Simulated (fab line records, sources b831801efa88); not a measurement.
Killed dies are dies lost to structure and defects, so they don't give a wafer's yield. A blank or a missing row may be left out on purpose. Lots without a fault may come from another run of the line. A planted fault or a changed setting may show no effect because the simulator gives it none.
One fault seen from 2 desks | flow sky130 | each desk has only its own numbers; what lay behind them comes last

THE METROLOGY DESK
What the gauges read, lot by lot, whatever tool the lot ran on: means of the sampled wafers that have a number. A lot is out of limits, marked OUT, if its mean lies more than 4 standard deviations from the usual mean; the brackets give that distance.
Columns: A = cd_nm at SKY_SONOS_ONO_CD_MEAS_13, usual 410.7 nm; B = SONOS_ONO_OVL at SKY_SONOS_ONO_OVL_MEAS_14, usual -0.4 nm; C = GATE_OXIDE_OXIDATION_00_THK at SKY_GATE_OXIDE_THK_MEAS_02, usual 10.32 nm; D = GATE_OXIDE_OVL at SKY_GATE_OXIDE_OVL_MEAS_10, usual 0.1 nm; E = GATE_OXIDE_TW at SKY_GATE_OXIDE_TW_MEAS_14, usual 223.4
lot  | first seen here | A     | B    | C     | D    | E
L732 | day 13 01:23    | 410.7 | -0.4 | 10.15 | -0.9 | 224.6
L741 | day 15 16:23    | 410.0 | -0.3 | 10.25 | 1.3  | 224.6
L745 | day 17 09:17    | 411.0 | 0.5  | 10.54 | 0.4  | 220.8
L746 | day 17 12:55    | 409.0 | -0.5 | 10.45 | 0.5  | 220.9
L753 | day 19 22:45    | 405.6 | -1.9 | 10.63 | 1.1  | 224.0
L754 | day 20 09:13    | 411.7 | -1.3 | 10.38 | 0.5  | 224.5
This desk's finding: nothing out of limits on any of the 6 lots.

THE TOOL OWNER'S DESK: wet_bench-02
The tool's own readings at SKY_GATE_OXIDE_CLEAN_00 (cleans in SC1/SC2, time 150 s): means of the sampled wafers that have a number, for each lot that ran on this tool. A lot is out of limits, marked OUT, if its mean lies more than 4 standard deviations from the usual mean; the brackets give that distance.
Columns: A = run_length_s at SKY_GATE_OXIDE_CLEAN_00, usual 176.3 s
lot  | first seen here | A
L732 | day 13 01:44    | 177.6
L745 | day 17 09:47    | 101.4 (-26) OUT
L746 | day 17 13:24    | 100.0 (-26) OUT
L753 | day 19 23:10    | 179.0
This desk's finding: out of limits on L745, L746; first on L745, day 17 09:47 (run_length_s at SKY_GATE_OXIDE_CLEAN_00). In limits: L732, L753.

PUT TOGETHER
The tool owner's desk could have raised an alarm at day 17 09:47, on L745, L746.
The metrology desk saw nothing out of limits.
The metrology desk has L745, L746 on record, within its limits.
Of the lots named, all ran SKY_GATE_OXIDE_CLEAN_00 on wet_bench-02.

WHAT THE SIMULATOR HAD PUT IN
Process parameter drift: wet_bench-02, from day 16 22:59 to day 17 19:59, at SKY_GATE_OXIDE_CLEAN_00. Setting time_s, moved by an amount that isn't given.
Lots struck among those shown: L745, L746.
Hours from the fault's start to each desk's first reading out of limits: the tool owner's desk, 11.
